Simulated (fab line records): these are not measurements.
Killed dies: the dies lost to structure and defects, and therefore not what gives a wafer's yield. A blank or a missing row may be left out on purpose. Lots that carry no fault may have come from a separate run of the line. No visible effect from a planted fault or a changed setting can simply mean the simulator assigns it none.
Chamber matching / flow sfq_line / SFQ_TRILAYER_I4_CMP_CMP_100 on cmp-01 has 4 sister chambers
The step polishes SiO2. 8 wafers are shown with their chamber, then 7 later ones without.

== WAFERS WITH THEIR CHAMBER ==
wafer=L448.6; chamber=1; motor_current_A (A)=10.7; time_to_endpoint_s (s)=202
wafer=L449.3; chamber=2; motor_current_A (A)=9.1; time_to_endpoint_s (s)=198
wafer=L449.6; chamber=1; motor_current_A (A)=11.2; time_to_endpoint_s (s)=204
wafer=L450.6; chamber=0; motor_current_A (A)=9.9; time_to_endpoint_s (s)=205
wafer=L460.3; chamber=2; motor_current_A (A)=9.6; time_to_endpoint_s (s)=209
wafer=L460.5; chamber=3; motor_current_A (A)=10.6; time_to_endpoint_s (s)=204
wafer=L463.1; chamber=3; motor_current_A (A)=10.2; time_to_endpoint_s (s)=199
wafer=L463.2; chamber=0; motor_current_A (A)=9.2; time_to_endpoint_s (s)=207

== WAFERS WHOSE CHAMBER IS MISSING ==
wafer=L463.5; motor_current_A (A)=10.1; time_to_endpoint_s (s)=204
wafer=L464.1; motor_current_A (A)=8.8; time_to_endpoint_s (s)=217
wafer=L464.5; motor_current_A (A)=9.4; time_to_endpoint_s (s)=219
wafer=L464.6; motor_current_A (A)=9.5; time_to_endpoint_s (s)=209
wafer=L466.2; motor_current_A (A)=9.7; time_to_endpoint_s (s)=193
wafer=L466.4; motor_current_A (A)=9.9; time_to_endpoint_s (s)=214
wafer=L466.5; motor_current_A (A)=10.0; time_to_endpoint_s (s)=206

== WHICH CHAMBER EACH ONE RAN IN ==
wafer=L463.5; from the rows above=can't be placed: 3 or 0 or 2 or 1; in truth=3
wafer=L464.1; from the rows above=can't be placed: 0 or 2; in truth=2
wafer=L464.5; from the rows above=can't be placed: 0 or 2 or 3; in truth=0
wafer=L464.6; from the rows above=can't be placed: 0 or 2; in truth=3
wafer=L466.2; from the rows above=can't be placed: 2 or 3 or 0 or 1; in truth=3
wafer=L466.4; from the rows above=can't be placed: 0 or 2 or 3 or 1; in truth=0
wafer=L466.5; from the rows above=can't be placed: 0 or 3 or 2 or 1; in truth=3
0 of 7 placed correctly. Not placeable from these rows: 7 (in 6, the candidates include the true chamber). Wrongly placed: 0.
How it was worked out, from the rows above alone: a wafer's distance from a chamber is the root of the sum, over the readings, of the square of ((its reading less the chamber's mean) divided by the reading's scatter). The wafer belongs to the nearest chamber; if the next one is less than 2 further off, it can't be placed. For every chamber, the mean is computed from those of its wafers that are shown. The scatter: take each reading less its chamber's mean, square it, sum over the shown wafers, divide by the number of wafers less the number of chambers, and take the root.
